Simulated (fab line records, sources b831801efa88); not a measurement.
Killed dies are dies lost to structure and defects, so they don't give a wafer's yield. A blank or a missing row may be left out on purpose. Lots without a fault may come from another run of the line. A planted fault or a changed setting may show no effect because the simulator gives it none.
fab line records | flow sky130
record lots=5 wafers=15 last_day=51
route steps=708 shown LDD_N@246 LDD_P@255 LDD_HVN@267 LDD_HVP@278 LDD_LDN@289
lots that met no fault: from a run of the same line without faults
start_h: hours from the record's first day to the start of the lot's first wafer shown | wait_h: hours since the lot's step before | " the same as in the row above | L1.1+2: a row that stands for several wafers | - no value, or no start given | * or withheld: withheld | < > ~ a bound
route shown NAME@n: a module of which the file shows steps, and the number in the route of the first | usual: mean/standard deviation of fault-free wafers | same: alike in all rows | chamber/n: place in a boat | sites: the reading at each site | _std_site: their standard deviation | _edge_site: outer sites' mean less inner sites' | radius_mm: how far each site lies from the wafer's centre | mask NAME#n: copy n | behind: the tool/chamber that last shaped the wafer | hold: why the lot was held/for how many hours/how that ended | device: the transistor (n, p or np) that didn't switch | end of line: the same wafers' tests at the end of the route | a step without rows: its recipe alone | killed: dies lost to structure and defects at the first sort, not the wafer's yield | map: a wafer's dies, x killed, . not, _ none there
set.NAME: the setting as run; set.NAME@STEP: as run at that earlier step | model.NAME: the simulator's own value behind a step, which no gauge read
lots at some steps of the route; a table a step, a row a wafer
services: from which hour (start_h, from the record's first day; less than 0 if before it) a tool's chamber was out of use, for how many hours, and why
## steps
# step SKY_LDD_N_IMPLANT_09
# recipe species=As energy_kev=19.68 dose_cm2=7.5e+13 tilt_deg=withheld rotation_deg=113
# columns lot.wafer tool chamber start_h wait_h
L074.4+5+6 implanter-02 0 405.87 0.1
L079.3+4+6 implanter-02 0 459.34 0.1
L089.2+3+4 implanter-04 0 538.56 0.1
L094.3+4+5 implanter-02 0 581.79 0.1
L097.2+3+4 implanter-04 0 614.61 0.1
# step SKY_LDD_N_IMPLANT_10
# recipe species=As energy_kev=20 dose_cm2=7.5e+13 tilt_deg=withheld rotation_deg=203
# columns lot.wafer tool chamber start_h wait_h
L074.4+5+6 implanter-02 0 406.02 0.1
L079.3+4+6 implanter-02 0 459.49 0.1
L089.2+3+4 implanter-04 0 538.71 0.1
L094.3+4+5 implanter-02 0 581.94 0.1
L097.2+3+4 implanter-04 0 614.76 0.1
# step SKY_LDD_N_IMPLANT_11
# recipe species=As energy_kev=20 dose_cm2=7.5e+13 tilt_deg=withheld rotation_deg=293
# columns lot.wafer tool chamber start_h wait_h
L074.4+5+6 implanter-02 0 406.17 0.1
L079.3+4+6 implanter-02 0 459.64 0.1
L089.2+3+4 implanter-04 0 538.86 0.1
L094.3+4+5 implanter-02 0 582.09 0.1
L097.2+3+4 implanter-04 0 614.91 0.1
# step SKY_LDD_N_IMPLANT_12
# recipe species=BF2 energy_kev=50 dose_cm2=5e+12 tilt_deg=30 rotation_deg=0
# columns lot.wafer tool chamber start_h wait_h
L074.4+5+6 implanter-02 0 406.32 0.1
L079.3+4+6 implanter-02 0 459.79 0.1
L089.2+3+4 implanter-04 0 539.01 0.1
L094.3+4+5 implanter-02 0 582.24 0.1
L097.2+3+4 implanter-04 0 615.06 0.1
# step SKY_LDD_N_IMPLANT_13
# recipe species=BF2 energy_kev=50 dose_cm2=5e+12 tilt_deg=30 rotation_deg=90
# columns lot.wafer tool chamber start_h wait_h
L074.4+5+6 implanter-02 0 406.47 0.1
L079.3+4+6 implanter-02 0 459.94 0.1
L089.2+3+4 implanter-04 0 539.16 0.1
L094.3+4+5 implanter-02 0 582.39 0.1
L097.2+3+4 implanter-04 0 615.21 0.1
# step SKY_LDD_N_IMPLANT_14
# recipe species=BF2 energy_kev=50 dose_cm2=5e+12 tilt_deg=30 rotation_deg=180
# columns lot.wafer tool chamber start_h wait_h
L074.4+5+6 implanter-02 0 406.62 0.1
L079.3+4+6 implanter-02 0 460.09 0.1
L089.2+3+4 implanter-04 0 539.31 0.1
L094.3+4+5 implanter-02 0 582.54 0.1
L097.2+3+4 implanter-04 0 615.36 0.1
# step SKY_LDD_N_IMPLANT_15
# recipe species=BF2 energy_kev=50 dose_cm2=5e+12 tilt_deg=30 rotation_deg=270
# columns lot.wafer tool chamber start_h wait_h
L074.4+5+6 implanter-02 0 406.77 0.1
L079.3+4+6 implanter-02 0 460.24 0.1
L089.2+3+4 implanter-04 0 539.46 0.1
L094.3+4+5 implanter-02 0 582.69 0.1
L097.2+3+4 implanter-04 0 615.51 0.1
# step SKY_LDD_N_STRIP_16
# recipe chemistry=O2/N2 power_w=1400 pressure_mtorr=1500 platen_temp_c=withheld o2_flow_sccm=3000 n2_flow_sccm=300 overash_fraction=0.5
# usual drypump_motor_current_A=6.0/0.5 oes_product_au=0.407/0.0043 strip_time_to_endpoint_s=4.310/0.016
# columns lot.wafer tool chamber start_h wait_h drypump_motor_current_A oes_product_au rf_hours_counter_h strip_time_to_endpoint_s
L074.4 plasma_asher-04 1 406.87 0.1 6.2 0.405 - 4.317
L074.5 " 0 " " 6.1 0.405 - 4.288
L074.6 " 1 " " 6.2 0.402 - 4.291
L079.3 plasma_asher-03 0 460.37 0.1 5.8 0.411 - 4.303
L079.4 " 1 " " 6.5 0.412 - 4.292
L079.6 " 1 " " 6.5 0.407 - 4.327
L089.2 plasma_asher-02 1 539.59 0.1 5.2 0.408 37 4.310
L089.3 " 1 " " 5.2 0.398 - 4.315
L089.4 " 0 " " 6.4 0.407 - 4.321
L094.3 plasma_asher-03 0 582.83 0.1 5.8 0.409 - 4.317
L094.4 " 1 " " 6.5 0.414 - 4.293
L094.5 " 0 " " 5.8 0.402 - 4.293
L097.2 plasma_asher-02 1 615.64 0.1 5.2 0.410 44 4.297
L097.3 " 0 " " 6.4 0.408 - 4.317
L097.4 " 1 " " 5.2 0.407 - 4.296
# step SKY_LDD_N_TW_MEAS_17
# usual LDD_N_TW=2571/19
# columns lot.wafer tool chamber start_h wait_h LDD_N_TW
L074.4 film_metro-02 - 406.97 0.1 2572
L074.5 " - " " 2570
L074.6 " - " " 2565
L079.3 film_metro-02 - 460.46 0.1 2570
L079.4 " - " " 2578
L079.6 " - " " 2560
L089.2 film_metro-04 - 539.70 0.1 2532
L089.3 " - " " 2555
L089.4 " - " " 2539
L094.3 film_metro-02 - 582.91 0.1 2577
L094.4 " - " " 2579
L094.5 " - " " 2589
L097.2 film_metro-01 - 615.75 0.1 2590
L097.3 " - " " 2578
L097.4 " - " " 2582
# step SKY_LDD_P_DEHYDRATE_00
# recipe temp_c=200 time_s=60
# columns lot.wafer tool chamber start_h wait_h
L074.4+5+6 litho_track-02 0 421.32 14.3
L079.3+4+6 litho_track-02 0 475.34 14.9
L089.2+3+4 litho_track-02 0 554.07 14.4
L094.3+4+5 litho_track-03 0 597.91 15.0
L097.2+3+4 litho_track-01 0 630.28 14.5
# step SKY_LDD_P_HMDS_01
# recipe prime_time_s=60 prime_temp_c=120
# columns lot.wafer tool chamber start_h wait_h
L074.4+5+6 litho_track-02 0 421.47 0.1
L079.3+4+6 litho_track-02 0 475.49 0.1
L089.2+3+4 litho_track-02 0 554.22 0.1
L094.3+4+5 litho_track-03 0 598.06 0.1
L097.2+3+4 litho_track-01 0 630.43 0.1
# step SKY_LDD_P_COAT_02
# recipe resist=NOVOLAK spin_rpm=3000 resist_thk_nm=1140
# columns lot.wafer tool chamber start_h wait_h
L074.4+5+6 litho_track-02 0 421.62 0.1
L079.3+4+6 litho_track-02 0 475.64 0.1
L089.2+3+4 litho_track-02 0 554.37 0.1
L094.3+4+5 litho_track-03 0 598.21 0.1
L097.2+3+4 litho_track-01 0 630.58 0.1
# step SKY_LDD_P_SOFTBAKE_03
# recipe temp_c=90 time_s=60 resist=NOVOLAK
# columns lot.wafer tool chamber start_h wait_h
L074.4+5+6 litho_track-02 0 421.77 0.1
L079.3+4+6 litho_track-02 0 475.79 0.1
L089.2+3+4 litho_track-02 0 554.52 0.1
L094.3+4+5 litho_track-03 0 598.36 0.1
L097.2+3+4 litho_track-01 0 630.73 0.1
# step SKY_LDD_P_EXPOSE_04
# recipe mask_id=PSDM na=0.6 source_shape=conventional sigma_outer=0.6 polarization=unpolarized target_cd_nm=380 dose_mj=138
# usual exposure_dose_mJ_cm2=137.94/0.14
# same sigma_outer=0.6
# columns lot.wafer tool chamber start_h wait_h mask exposure_dose_mJ_cm2
L074.4 iline_stepper-01 0 - - PSDM#0 137.86
L074.5 " 0 " " PSDM#0 137.91
L074.6 " 0 " " PSDM#0 138.10
L079.3 iline_stepper-01 0 - - PSDM#0 137.94
L079.4 " 0 " " PSDM#0 138.13
L079.6 " 0 " " PSDM#0 137.93
L089.2 iline_stepper-01 0 - - PSDM#0 138.01
L089.3 " 0 " " PSDM#0 137.75
L089.4 " 0 " " PSDM#0 137.65
L094.3 iline_stepper-02 0 - - PSDM#0 138.04
L094.4 " 0 " " PSDM#0 137.91
L094.5 " 0 " " PSDM#0 137.96
L097.2 iline_stepper-02 0 - - PSDM#0 138.36
L097.3 " 0 " " PSDM#0 138.02
L097.4 " 0 " " PSDM#0 137.98
# step SKY_LDD_P_PEB_05
# recipe temp_c=withheld time_s=* resist=NOVOLAK
# columns lot.wafer tool chamber start_h wait_h
L074.4+5+6 litho_track-01 0 - -
L079.3+4+6 litho_track-01 0 - -
L089.2+3+4 litho_track-01 0 - -
L094.3+4+5 litho_track-03 0 - -
L097.2+3+4 litho_track-02 0 - -
# step SKY_LDD_P_DEVELOP_06
# recipe resist=NOVOLAK developer=TMAH develop_time_s=60 dev_temp_c=23
# columns lot.wafer tool chamber start_h wait_h
L074.4+5+6 litho_track-01 0 437.43 0.1
L079.3+4+6 litho_track-01 0 491.65 0.1
L089.2+3+4 litho_track-01 0 569.68 0.1
L094.3+4+5 litho_track-03 0 612.86 0.1
L097.2+3+4 litho_track-02 0 644.72 0.1
# step SKY_LDD_P_CD_MEAS_07
# recipe target_cd_nm=380
# usual cd_nm=380.3/2.5
# columns lot.wafer tool chamber start_h wait_h cd_nm
L074.4 cd_sem-01 - 437.56 0.1 379.9
L074.5 " - " " 378.6
L074.6 " - " " 380.9
L079.3 cd_sem-01 - 491.79 0.1 376.9
L079.4 " - " " 379.4
L079.6 " - " " 378.8
L089.2 cd_sem-02 - 569.82 0.1 376.6
L089.3 " - " " 375.5
L089.4 " - " " 379.1
L094.3 cd_sem-02 - 613.00 0.1 379.5
L094.4 " - " " 378.7
L094.5 " - " " 380.2
L097.2 cd_sem-01 - 644.86 0.1 376.0
L097.3 " - " " 373.7
L097.4 " - " " 372.4
# step SKY_LDD_P_OVL_MEAS_08
# usual LDD_P_OVL=-0.4/1.7
# columns lot.wafer tool chamber start_h wait_h LDD_P_OVL[nm]
L074.4 overlay-01 - 437.64 0.1 -2.1
L074.5 " - " " -3.5
L074.6 " - " " -3.6
L079.3 overlay-02 - 491.88 0.1 -0.3
L079.4 " - " " -1.6
L079.6 " - " " 1.9
L089.2 overlay-01 - 569.93 0.1 -0.4
L089.3 " - " " -0.7
L089.4 " - " " -1.4
L094.3 overlay-01 - 613.09 0.1 0.7
L094.4 " - " " -0.5
L094.5 " - " " -1.1
L097.2 overlay-02 - 644.97 0.1 1.4
L097.3 " - " " 2.4
L097.4 " - " " 0.7
# step SKY_LDD_P_IMPLANT_09
# recipe species=BF2 energy_kev=25 dose_cm2=1e+13 tilt_deg=withheld
# columns lot.wafer tool chamber start_h wait_h
L074.4+5+6 implanter-04 0 437.73 0.1
L079.3+4+6 implanter-03 0 491.96 0.1
L089.2+3+4 implanter-01 0 569.98 0.0
L094.3+4+5 implanter-04 0 613.16 0.1
L097.2+3+4 implanter-04 0 645.02 0.0
# step SKY_LDD_P_STRIP_10
# recipe chemistry=O2/N2 power_w=1400 pressure_mtorr=1500 platen_temp_c=withheld o2_flow_sccm=3000 n2_flow_sccm=300 overash_fraction=0.5
# usual drypump_motor_current_A=5.9/0.42 oes_product_au=0.715/0.0037 strip_time_to_endpoint_s=14.18/0.039
# columns lot.wafer tool chamber start_h wait_h drypump_motor_current_A oes_product_au rf_hours_counter_h strip_time_to_endpoint_s
L074.4 plasma_asher-02 0 437.84 0.1 6.3 0.717 - 14.16
L074.5 " 0 " " 6.4 0.720 - 14.16
L074.6 " 1 " " 5.2 0.718 - 14.17
L079.3 plasma_asher-01 1 492.09 0.1 5.9 0.711 - 14.14
L079.4 " 0 " " 6.2 0.715 - 14.17
L079.6 " 0 " " 6.2 0.718 - 14.14
L089.2 plasma_asher-01 1 570.11 0.1 5.9 0.707 76 14.14
L089.3 " 0 " " 6.1 0.713 - 14.11
L089.4 " 1 " " 5.9 0.717 - 14.16
L094.3 plasma_asher-02 0 613.30 0.1 6.4 0.714 - 14.14
L094.4 " 1 " " 5.2 0.717 - 14.16
L094.5 " 1 " " 5.2 0.722 - 14.14
L097.2 plasma_asher-02 0 645.15 0.1 6.3 0.715 48 14.14
L097.3 " 1 " " 5.2 0.717 - 14.13
L097.4 " 0 " " 6.4 0.715 - 14.17
# step SKY_LDD_P_TW_MEAS_11
# usual LDD_P_TW=637/3.8
# columns lot.wafer tool chamber start_h wait_h LDD_P_TW
L074.4 film_metro-01 - 437.94 0.1 639
L074.5 " - " " 640
L074.6 " - " " 639
L079.3 film_metro-03 - 492.18 0.1 641
L079.4 " - " " 645
L079.6 " - " " 644
L089.2 film_metro-02 - 570.22 0.1 635
L089.3 " - " " 633
L089.4 " - " " 635
L094.3 film_metro-01 - 613.38 0.1 639
L094.4 " - " " 636
L094.5 " - " " 639
L097.2 film_metro-02 - 645.26 0.1 634
L097.3 " - " " 632
L097.4 " - " " 635
# step SKY_LDD_HVN_DEHYDRATE_00
# recipe temp_c=200 time_s=60
# columns lot.wafer tool chamber start_h wait_h
L074.4+5+6 litho_track-04 0 452.63 14.7
L079.3+4+6 litho_track-01 0 507.15 15.0
L089.2+3+4 litho_track-01 0 584.73 14.5
L094.3+4+5 litho_track-04 0 627.10 13.7
L097.2+3+4 litho_track-04 0 659.33 14.1
# step SKY_LDD_HVN_HMDS_01
# recipe prime_time_s=60 prime_temp_c=120
# columns lot.wafer tool chamber start_h wait_h
L074.4+5+6 litho_track-04 0 452.78 0.1
L079.3+4+6 litho_track-01 0 507.30 0.1
L089.2+3+4 litho_track-01 0 584.88 0.1
L094.3+4+5 litho_track-04 0 627.25 0.1
L097.2+3+4 litho_track-04 0 659.48 0.1
# step SKY_LDD_HVN_COAT_02
# recipe resist=NOVOLAK spin_rpm=3000 resist_thk_nm=300
# columns lot.wafer tool chamber start_h wait_h
L074.4+5+6 litho_track-04 0 452.93 0.1
L079.3+4+6 litho_track-01 0 507.45 0.1
L089.2+3+4 litho_track-01 0 585.03 0.1
L094.3+4+5 litho_track-04 0 627.40 0.1
L097.2+3+4 litho_track-04 0 659.63 0.1
# step SKY_LDD_HVN_SOFTBAKE_03
# recipe temp_c=90 time_s=60 resist=NOVOLAK
# columns lot.wafer tool chamber start_h wait_h
L074.4+5+6 litho_track-04 0 453.08 0.1
L079.3+4+6 litho_track-01 0 507.60 0.1
L089.2+3+4 litho_track-01 0 585.18 0.1
L094.3+4+5 litho_track-04 0 627.55 0.1
L097.2+3+4 litho_track-04 0 659.78 0.1
# step SKY_LDD_HVN_EXPOSE_04
# recipe mask_id=HVNTM na=0.6 source_shape=conventional sigma_outer=0.6 polarization=unpolarized target_cd_nm=700 dose_mj=128.1
# usual exposure_dose_mJ_cm2=128.11/0.12
# same sigma_outer=0.6
# columns lot.wafer tool chamber start_h wait_h mask exposure_dose_mJ_cm2
L074.4 iline_stepper-01 0 - - HVNTM#0 128.12
L074.5 " 0 " " HVNTM#0 128.03
L074.6 " 0 " " HVNTM#0 128.19
L079.3 iline_stepper-02 0 - - HVNTM#0 127.97
L079.4 " 0 " " HVNTM#0 127.93
L079.6 " 0 " " HVNTM#0 128.12
L089.2 iline_stepper-02 0 - - HVNTM#0 127.93
L089.3 " 0 " " HVNTM#0 128.01
L089.4 " 0 " " HVNTM#0 128.03
L094.3 iline_stepper-02 0 - - HVNTM#0 128.26
L094.4 " 0 " " HVNTM#0 128.13
L094.5 " 0 " " HVNTM#0 127.99
L097.2 iline_stepper-02 0 - - HVNTM#0 128.17
L097.3 " 0 " " HVNTM#0 128.29
L097.4 " 0 " " HVNTM#0 128.09
# step SKY_LDD_HVN_PEB_05
# recipe temp_c=withheld time_s=* resist=NOVOLAK
# columns lot.wafer tool chamber start_h wait_h
L074.4+5+6 litho_track-02 0 - -
L079.3+4+6 litho_track-02 0 - -
L089.2+3+4 litho_track-02 0 - -
L094.3+4+5 litho_track-02 0 - -
L097.2+3+4 litho_track-02 0 - -
# step SKY_LDD_HVN_DEVELOP_06
# recipe resist=NOVOLAK developer=TMAH develop_time_s=60 dev_temp_c=23
# columns lot.wafer tool chamber start_h wait_h
L074.4+5+6 litho_track-02 0 468.37 0.1
L079.3+4+6 litho_track-02 0 523.09 0.1
L089.2+3+4 litho_track-02 0 600.22 0.1
L094.3+4+5 litho_track-02 0 642.24 0.1
L097.2+3+4 litho_track-02 0 674.22 0.1
# step SKY_LDD_HVN_OVL_MEAS_07
# usual LDD_HVN_OVL=-1.2/1.6
# columns lot.wafer tool chamber start_h wait_h LDD_HVN_OVL[nm]
L074.4 overlay-01 - 468.46 0.1 -0.8
L074.5 " - " " -0.2
L074.6 " - " " 0.9
L079.3 overlay-02 - 523.20 0.1 1.7
L079.4 " - " " -0.2
L079.6 " - " " 0.7
L089.2 overlay-02 - 600.35 0.1 -2.7
L089.3 " - " " -2.0
L089.4 " - " " -1.3
L094.3 overlay-02 - 642.35 0.1 -1.2
L094.4 " - " " -0.2
L094.5 " - " " -0.6
L097.2 overlay-01 - 674.35 0.1 -0.3
L097.3 " - " " -2.3
L097.4 " - " " -2.5
# step SKY_LDD_HVN_IMPLANT_08
# recipe species=P energy_kev=60 dose_cm2=3e+13 tilt_deg=40
# columns lot.wafer tool chamber start_h wait_h
L074.4+5+6 implanter-03 0 468.55 0.1
L079.3+4+6 implanter-01 0 523.28 0.1
L089.2+3+4 implanter-03 0 600.40 0.0
L094.3+4+5 implanter-01 0 642.43 0.1
L097.2+3+4 implanter-02 0 674.40 0.0
# step SKY_LDD_HVN_STRIP_09
# recipe chemistry=O2/N2 power_w=1400 pressure_mtorr=1500 platen_temp_c=withheld o2_flow_sccm=3000 n2_flow_sccm=300 overash_fraction=0.5
# usual drypump_motor_current_A=6.10/0.22 oes_product_au=0.408/0.0052 strip_time_to_endpoint_s=4.133/0.014
# columns lot.wafer tool chamber start_h wait_h drypump_motor_current_A oes_product_au rf_hours_counter_h strip_time_to_endpoint_s
L074.4 plasma_asher-04 1 468.66 0.1 6.24 0.406 - 4.145
L074.5 " 0 " " 6.08 0.410 - 4.131
L074.6 " 1 " " 6.24 0.408 - 4.144
L079.3 plasma_asher-03 0 523.41 0.1 5.78 0.412 - 4.111
L079.4 " 1 " " 6.45 0.411 - 4.141
L079.6 " 0 " " 5.80 0.409 - 4.124
L089.2 plasma_asher-01 1 600.53 0.1 5.91 0.423 80 4.135
L089.3 " 1 " " 5.90 0.412 - 4.113
L089.4 " 0 " " 6.18 0.407 - 4.117
L094.3 plasma_asher-03 1 642.56 0.1 6.51 0.399 - 4.141
L094.4 " 0 " " 5.80 0.412 - 4.117
L094.5 " 1 " " 6.49 0.406 - 4.122
L097.2 plasma_asher-01 1 674.53 0.1 5.91 0.402 85 4.148
L097.3 " 1 " " 5.90 0.409 - 4.133
L097.4 " 0 " " 6.17 0.408 - 4.162
# step SKY_LDD_HVN_TW_MEAS_10
# usual LDD_HVN_TW=1436/14
# columns lot.wafer tool chamber start_h wait_h LDD_HVN_TW
L074.4 film_metro-04 - 468.76 0.1 1421
L074.5 " - " " 1415
L074.6 " - " " 1422
L079.3 film_metro-04 - 523.50 0.1 1425
L079.4 " - " " 1421
L079.6 " - " " 1416
L089.2 film_metro-03 - 600.64 0.1 1463
L089.3 " - " " 1454
L089.4 " - " " 1457
L094.3 film_metro-04 - 642.65 0.1 1423
L094.4 " - " " 1434
L094.5 " - " " 1433
L097.2 film_metro-01 - 674.64 0.1 1442
L097.3 " - " " 1437
L097.4 " - " " 1439
# step SKY_LDD_HVP_DEHYDRATE_00
# recipe temp_c=200 time_s=60
# columns lot.wafer tool chamber start_h wait_h
L074.4+5+6 litho_track-03 0 483.43 14.7
L079.3+4+6 litho_track-03 0 538.56 15.1
L089.2+3+4 litho_track-03 0 614.23 13.6
L094.3+4+5 litho_track-02 0 656.79 14.1
L097.2+3+4 litho_track-03 0 688.28 13.6
# step SKY_LDD_HVP_HMDS_01
# recipe prime_time_s=60 prime_temp_c=120
# columns lot.wafer tool chamber start_h wait_h
L074.4+5+6 litho_track-03 0 483.58 0.1
L079.3+4+6 litho_track-03 0 538.71 0.1
L089.2+3+4 litho_track-03 0 614.38 0.1
L094.3+4+5 litho_track-02 0 656.94 0.1
L097.2+3+4 litho_track-03 0 688.43 0.1
# step SKY_LDD_HVP_COAT_02
# recipe resist=NOVOLAK spin_rpm=3000 resist_thk_nm=300
# columns lot.wafer tool chamber start_h wait_h
L074.4+5+6 litho_track-03 0 483.73 0.1
L079.3+4+6 litho_track-03 0 538.86 0.1
L089.2+3+4 litho_track-03 0 614.53 0.1
L094.3+4+5 litho_track-02 0 657.09 0.1
L097.2+3+4 litho_track-03 0 688.58 0.1
# step SKY_LDD_HVP_SOFTBAKE_03
# recipe temp_c=90 time_s=60 resist=NOVOLAK
# columns lot.wafer tool chamber start_h wait_h
L074.4+5+6 litho_track-03 0 483.88 0.1
L079.3+4+6 litho_track-03 0 539.01 0.1
L089.2+3+4 litho_track-03 0 614.68 0.1
L094.3+4+5 litho_track-02 0 657.24 0.1
L097.2+3+4 litho_track-03 0 688.73 0.1
# step SKY_LDD_HVP_EXPOSE_04
# recipe mask_id=HVPTM na=0.6 source_shape=conventional sigma_outer=0.6 polarization=unpolarized target_cd_nm=700 dose_mj=86
# usual exposure_dose_mJ_cm2=85.98/0.079
# same sigma_outer=0.6
# columns lot.wafer tool chamber start_h wait_h mask exposure_dose_mJ_cm2
L074.4 iline_stepper-02 0 - - HVPTM#0 85.89
L074.5 " 0 " " HVPTM#0 86.06
L074.6 " 0 " " HVPTM#0 85.96
L079.3 iline_stepper-02 0 - - HVPTM#0 85.94
L079.4 " 0 " " HVPTM#0 86.00
L079.6 " 0 " " HVPTM#0 85.97
L089.2 iline_stepper-01 0 - - HVPTM#0 85.83
L089.3 " 0 " " HVPTM#0 85.95
L089.4 " 0 " " HVPTM#0 85.79
L094.3 iline_stepper-01 0 - - HVPTM#0 85.93
L094.4 " 0 " " HVPTM#0 86.08
L094.5 " 0 " " HVPTM#0 85.97
L097.2 iline_stepper-01 0 - - HVPTM#0 86.08
L097.3 " 0 " " HVPTM#0 85.99
L097.4 " 0 " " HVPTM#0 86.07
# step SKY_LDD_HVP_PEB_05
# recipe temp_c=withheld time_s=* resist=NOVOLAK
# columns lot.wafer tool chamber start_h wait_h
L074.4+5+6 litho_track-03 0 - -
L079.3+4+6 litho_track-04 0 - -
L089.2+3+4 litho_track-04 0 - -
L094.3+4+5 litho_track-03 0 - -
L097.2+3+4 litho_track-03 0 - -
# step SKY_LDD_HVP_DEVELOP_06
# recipe resist=NOVOLAK developer=TMAH develop_time_s=60 dev_temp_c=23
# columns lot.wafer tool chamber start_h wait_h
L074.4+5+6 litho_track-03 0 499.28 0.1
L079.3+4+6 litho_track-04 0 553.55 0.1
L089.2+3+4 litho_track-04 0 629.53 0.1
L094.3+4+5 litho_track-03 0 671.96 0.1
L097.2+3+4 litho_track-03 0 702.48 0.1
# step SKY_LDD_HVP_OVL_MEAS_07
# usual LDD_HVP_OVL=-1.1/1.7
# columns lot.wafer tool chamber start_h wait_h LDD_HVP_OVL[nm]
L074.4 overlay-02 - 499.38 0.1 0.5
L074.5 " - " " -0.5
L074.6 " - " " -0.3
L079.3 overlay-01 - 553.67 0.1 -0.2
L079.4 " - " " -0.3
L079.6 " - " " -1.3
L089.2 overlay-01 - 629.66 0.1 -1.1
L089.3 " - " " 2.0
L089.4 " - " " -0.1
L094.3 overlay-01 - 672.07 0.1 -1.9
L094.4 " - " " -0.2
L094.5 " - " " -1.7
L097.2 overlay-01 - 702.61 0.1 -1.4
L097.3 " - " " -2.4
L097.4 " - " " -3.7
# step SKY_LDD_HVP_IMPLANT_08
# recipe species=B energy_kev=20 dose_cm2=1.7e+13 tilt_deg=17.9
# columns lot.wafer tool chamber start_h wait_h
L074.4+5+6 implanter-02 0 499.47 0.1
L079.3+4+6 implanter-02 0 553.74 0.1
L089.2+3+4 implanter-02 0 629.71 0.0
L094.3+4+5 implanter-02 0 672.14 0.1
L097.2+3+4 implanter-02 0 702.67 0.0
# step SKY_LDD_HVP_STRIP_09
# recipe chemistry=O2/N2 power_w=1400 pressure_mtorr=1500 platen_temp_c=withheld o2_flow_sccm=3000 n2_flow_sccm=300 overash_fraction=0.5
# usual drypump_motor_current_A=6.0/0.45 oes_product_au=0.409/0.0044 strip_time_to_endpoint_s=4.138/0.016
# columns lot.wafer tool chamber start_h wait_h drypump_motor_current_A oes_product_au rf_hours_counter_h strip_time_to_endpoint_s
L074.4 plasma_asher-02 0 499.58 0.1 6.4 0.405 - 4.145
L074.5 " 1 " " 5.2 0.414 - 4.128
L074.6 " 0 " " 6.4 0.404 - 4.148
L079.3 plasma_asher-03 0 553.87 0.1 5.8 0.415 - 4.129
L079.4 " 1 " " 6.5 0.407 - 4.116
L079.6 " 1 " " 6.5 0.413 - 4.109
L089.2 plasma_asher-03 0 629.84 0.1 5.8 0.408 92 4.159
L089.3 " 0 " " 5.8 0.410 - 4.137
L089.4 " 1 " " 6.6 0.409 - 4.173
L094.3 plasma_asher-02 1 672.28 0.1 5.2 0.402 - 4.138
L094.4 " 0 " " 6.3 0.414 - 4.149
L094.5 " 0 " " 6.3 0.407 - 4.147
L097.2 plasma_asher-03 0 702.79 0.1 5.8 0.415 100 4.161
L097.3 " 0 " " 5.8 0.407 - 4.174
L097.4 " 1 " " 6.6 0.409 - 4.173
# step SKY_LDD_HVP_TW_MEAS_10
# usual LDD_HVP_TW=456/3.8
# columns lot.wafer tool chamber start_h wait_h LDD_HVP_TW
L074.4 film_metro-04 - 499.67 0.1 454
L074.5 " - " " 452
L074.6 " - " " 453
L079.3 film_metro-02 - 553.96 0.1 455
L079.4 " - " " 455
L079.6 " - " " 455
L089.2 film_metro-04 - 629.95 0.1 456
L089.3 " - " " 455
L089.4 " - " " 457
L094.3 film_metro-03 - 672.36 0.1 456
L094.4 " - " " 460
L094.5 " - " " 457
L097.2 film_metro-04 - 702.90 0.1 452
L097.3 " - " " 452
L097.4 " - " " 449
# step SKY_LDD_LDN_DEHYDRATE_00
# recipe temp_c=200 time_s=60
# columns lot.wafer tool chamber start_h wait_h
L074.4+5+6 litho_track-04 0 514.78 15.1
L079.3+4+6 litho_track-04 0 568.75 14.8
L089.2+3+4 litho_track-01 0 643.93 14.0
L094.3+4+5 litho_track-03 0 686.46 14.1
L097.2+3+4 litho_track-01 0 716.58 13.7
# step SKY_LDD_LDN_HMDS_01
# recipe prime_time_s=60 prime_temp_c=120
# columns lot.wafer tool chamber start_h wait_h
L074.4+5+6 litho_track-04 0 514.93 0.1
L079.3+4+6 litho_track-04 0 568.90 0.1
L089.2+3+4 litho_track-01 0 644.08 0.1
L094.3+4+5 litho_track-03 0 686.61 0.1
L097.2+3+4 litho_track-01 0 716.73 0.1
# step SKY_LDD_LDN_COAT_02
# recipe resist=NOVOLAK spin_rpm=3000 resist_thk_nm=1140
# columns lot.wafer tool chamber start_h wait_h
L074.4+5+6 litho_track-04 0 515.08 0.1
L079.3+4+6 litho_track-04 0 569.05 0.1
L089.2+3+4 litho_track-01 0 644.23 0.1
L094.3+4+5 litho_track-03 0 686.76 0.1
L097.2+3+4 litho_track-01 0 716.88 0.1
# step SKY_LDD_LDN_SOFTBAKE_03
# recipe temp_c=90 time_s=60 resist=NOVOLAK
# columns lot.wafer tool chamber start_h wait_h
L074.4+5+6 litho_track-04 0 515.23 0.1
L079.3+4+6 litho_track-04 0 569.20 0.1
L089.2+3+4 litho_track-01 0 644.38 0.1
L094.3+4+5 litho_track-03 0 686.91 0.1
L097.2+3+4 litho_track-01 0 717.03 0.1
# step SKY_LDD_LDN_EXPOSE_04
# recipe mask_id=LDNTM na=0.6 source_shape=conventional sigma_outer=0.6 polarization=unpolarized target_cd_nm=700 dose_mj=140
# usual exposure_dose_mJ_cm2=140.01/0.13
# same sigma_outer=0.6
# columns lot.wafer tool chamber start_h wait_h mask exposure_dose_mJ_cm2
L074.4 iline_stepper-01 0 - - LDNTM#0 140.22
L074.5 " 0 " " LDNTM#0 140.05
L074.6 " 0 " " LDNTM#0 139.93
L079.3 iline_stepper-01 0 - - LDNTM#0 140.03
L079.4 " 0 " " LDNTM#0 140.00
L079.6 " 0 " " LDNTM#0 140.15
L089.2 iline_stepper-02 0 - - LDNTM#0 140.05
L089.3 " 0 " " LDNTM#0 140.19
L089.4 " 0 " " LDNTM#0 140.07
L094.3 iline_stepper-02 0 - - LDNTM#0 139.99
L094.4 " 0 " " LDNTM#0 139.92
L094.5 " 0 " " LDNTM#0 139.98
L097.2 iline_stepper-01 0 - - LDNTM#0 139.85
L097.3 " 0 " " LDNTM#0 139.91
L097.4 " 0 " " LDNTM#0 140.07
## services
# columns tool chamber start_h hours kind
iline_stepper-01 - 419.33 1.7 pm
plasma_asher-03 - 449.51 0.4 repair
plasma_asher-03 - 461.41 14.6 pm
plasma_asher-02 - 482.00 0.3 repair
implanter-02 - 523.09 21.5 repair
iline_stepper-02 - 524.11 1.7 pm
plasma_asher-03 - 527.25 6.4 repair
implanter-04 - 566.29 3.1 repair
iline_stepper-02 - 567.22 4.4 pm
implanter-04 - 576.80 2.8 pm
implanter-02 - 586.81 0.6 repair
implanter-02 - 591.48 10.6 repair
implanter-02 - 596.72 1.8 repair
iline_stepper-02 - 608.91 9.9 repair
iline_stepper-01 - 618.84 2.1 pm
iline_stepper-02 - 625.25 2.1 pm
iline_stepper-01 - 637.59 1.7 pm
iline_stepper-01 - 659.54 4.4 pm
implanter-04 - 660.35 5.2 repair
implanter-04 - 675.90 10.2 pm
implanter-02 - 702.86 1.4 repair
iline_stepper-02 - 705.43 6.5 repair
implanter-02 - 705.64 1.4 repair
iline_stepper-01 - 714.12 1.2 repair
## key
fault none
